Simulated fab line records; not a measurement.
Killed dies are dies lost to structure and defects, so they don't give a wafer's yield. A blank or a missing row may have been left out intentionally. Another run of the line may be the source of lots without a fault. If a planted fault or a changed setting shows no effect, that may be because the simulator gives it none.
A struck lot beside a sound one || flow gf180mcu || 18 steps out of a route of 602
Sound: wafers L582.1, L582.4, L582.6. Wafers L590.2, L590.3, L590.5 were the ones struck. Last of all comes the cause.
For every step that has rows: the tool of each side, followed by ch and its chambers, followed by its first start. Under that, the readings that differ: sound wafers || struck wafers || difference of the means || sigmas: that difference in standard deviations of wafers without a fault.
alike: same words and numbers on both sides, and readings whose means sit less than 2 such deviations apart. not compared: any withheld reading, any reading some wafer has no value for, any bound like >300 that may hide the same value, and any number with overlapping values for which the record gives no deviation.
A row with sigmas, a row that says differs or no value, or rows on one side alone: a step with any of these is where the two part. Numbers that don't overlap but have no deviation are shown without sigmas and don't part them. Lack of a reading on every wafer of one side parts them only where that side has two or more wafers.

first, 3 steps without rows for these wafers: GF_HV_LDD_EXPOSE_04 (exposes mask Nplus LV AREA, target cd 400 nm); GF_HV_LDD_PEB_05; GF_HV_LDD_DEVELOP_06 (develop time 60 s).
GF_HV_LDD_CD_MEAS_07: the cd target is 400 nm.
  struck on cd_sem-02, day 12 20:53; sound on cd_sem-01, day 10 07:37
  alike: cd_nm
GF_HV_LDD_OVL_MEAS_08:
  struck on overlay-01, day 12 21:00; sound on overlay-02, day 10 07:44
  alike: HV_LDD_OVL
after that, 1 step had no rows for these wafers: GF_HV_LDD_IMPLANT_09.
GF_HV_LDD_STRIP_10: strips in O2/N2.
  sound on plasma_asher-02 ch 0,1, day 10 07:56; struck on plasma_asher-01 ch 0,1, day 12 21:11
{"reading": "heater_power_w (W)", "sound": "346 362 357", "struck": "288 289 326", "difference": -54, "sigmas": -2}
  alike: drypump_motor_current_A, oes_product_au, strip_time_to_endpoint_s
  not compared: rf_hours_counter_h
GF_HV_LDD_TW_MEAS_11:
  struck on film_metro-04, day 12 21:17; sound on film_metro-03, day 10 08:02
  alike: HV_LDD_TW
then, 4 steps without rows for these wafers: GF_HV_LDD_DEHYDRATE_12 (time 60 s); GF_HV_LDD_HMDS_13 (prime time 60 s); GF_HV_LDD_COAT_14 (resist thk 988.1 nm); GF_HV_LDD_SOFTBAKE_15 (time 60 s).
GF_HV_LDD_EXPOSE_16: exposes mask Pplus LV AREA, target cd 400 nm.
  sound on iline_stepper-02 ch 0, day 10 17:03; struck on iline_stepper-01 ch 0, day 13 07:05
{"reading": "exposure_dose_mJ_cm2", "sound": "140.05 139.93 140.09", "struck": "132.54 132.64 132.64", "difference": -7.42, "sigmas": -62}
  alike: mask
then, 2 steps without rows for these wafers: GF_HV_LDD_PEB_17; GF_HV_LDD_DEVELOP_18 (develop time 60 s).
GF_HV_LDD_CD_MEAS_19: the cd target is 400 nm.
  struck on cd_sem-02, day 13 17:17; sound on cd_sem-02, day 11 02:02
{"reading": "cd_nm (nm)", "sound": "401.7 400.8 399.0", "struck": "386.1 384.7 385.3", "difference": -15.1, "sigmas": -6}
  not compared: hold
GF_HV_LDD_OVL_MEAS_20:
  struck on overlay-01, day 13 22:13; sound on overlay-02, day 11 02:10
{"reading": "hold", "sound": "- - -", "struck": "await_dispo/4.7h/release await_dispo/4.7h/release await_dispo/4.7h/release", "difference": "no value on the sound wafers", "sigmas": ""}
  alike: HV_LDD_01_OVL
GF_PASSIVATION_PROBE_99:
  sound wafers here have rows in the record (prober-02, day 29 08:55); struck ones have none

## WHERE THEY PART
First at GF_HV_LDD_STRIP_10; last, within this record, at GF_PASSIVATION_PROBE_99.

WHY: what the simulator had put in
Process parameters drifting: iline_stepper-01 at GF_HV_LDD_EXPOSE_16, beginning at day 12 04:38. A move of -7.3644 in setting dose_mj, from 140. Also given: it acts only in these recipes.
